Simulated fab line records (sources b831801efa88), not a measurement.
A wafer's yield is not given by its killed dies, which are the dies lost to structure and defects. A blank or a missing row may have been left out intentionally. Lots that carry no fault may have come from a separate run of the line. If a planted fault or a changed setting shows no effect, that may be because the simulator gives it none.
Which of the tools did it?	flow sky130	18 wafers from 6 lots sampled at 2 of the route's 708 steps

## WHAT THE GAUGES SHOWED, per wafer
SKY_SD_N_RS_MEAS_17: uses a four-point probe to measure.
lot	measured	on	SD_P_RS (ohm/sq)
L864	day 28 04:07	filmMetro-04	147.4 147.5 147.5
L874	day 32 01:52	filmMetro-04	146.8 147.0 146.3
L878	day 32 22:16	filmMetro-02	147.3 147.4 147.1
L882	day 34 12:32	filmMetro-04	146.1 146.5 147.0
L884	day 34 19:47	filmMetro-02	147.1 146.9 147.0
L886	day 35 14:40	filmMetro-03	147.6 147.6 147.2

## EACH LOT AND THE TOOL THAT RAN IT (in order: tool; ch and the chambers of the sampled wafers; start)
lot	SKY_POLY_CUT_ETCH_10
L864	rieDiel-04 ch 1,3, day 24 12:53
L874	rieDiel-02 ch 1,2, day 28 12:44
L878	rieDiel-02 ch 1,3, day 29 10:51
L882	rieDiel-01 ch 0,1,3, day 31 01:55
L884	rieDiel-04 ch 1,2,3, day 31 10:06
L886	rieDiel-04 ch 1,3, day 32 05:42
- SKY_POLY_CUT_ETCH_10: etches BARC in N2/H2, stops on SiO2, time 45.9 s, target depth 60 nm.

## THE ANSWER, worked out from the rows above alone
Rule: the usual values come from the lots themselves. The widest of any qualifying gaps counts: lots, ordered by their means at a reading, are off when they make up no more than a third of the lots, leave a main group of 4 or more, and stand apart from it by 3 or more times the standard deviation of that group's means. Not used: any main group whose means are identical at the precision the tables above print for the reading. A lot without any number at a reading at which 4 lots or more have one is off too. All remaining lots with rows at the step are treated as sound.
No lot is off at any reading shown: from this, nothing can be told.

## WHAT THE SIMULATOR PUT IN
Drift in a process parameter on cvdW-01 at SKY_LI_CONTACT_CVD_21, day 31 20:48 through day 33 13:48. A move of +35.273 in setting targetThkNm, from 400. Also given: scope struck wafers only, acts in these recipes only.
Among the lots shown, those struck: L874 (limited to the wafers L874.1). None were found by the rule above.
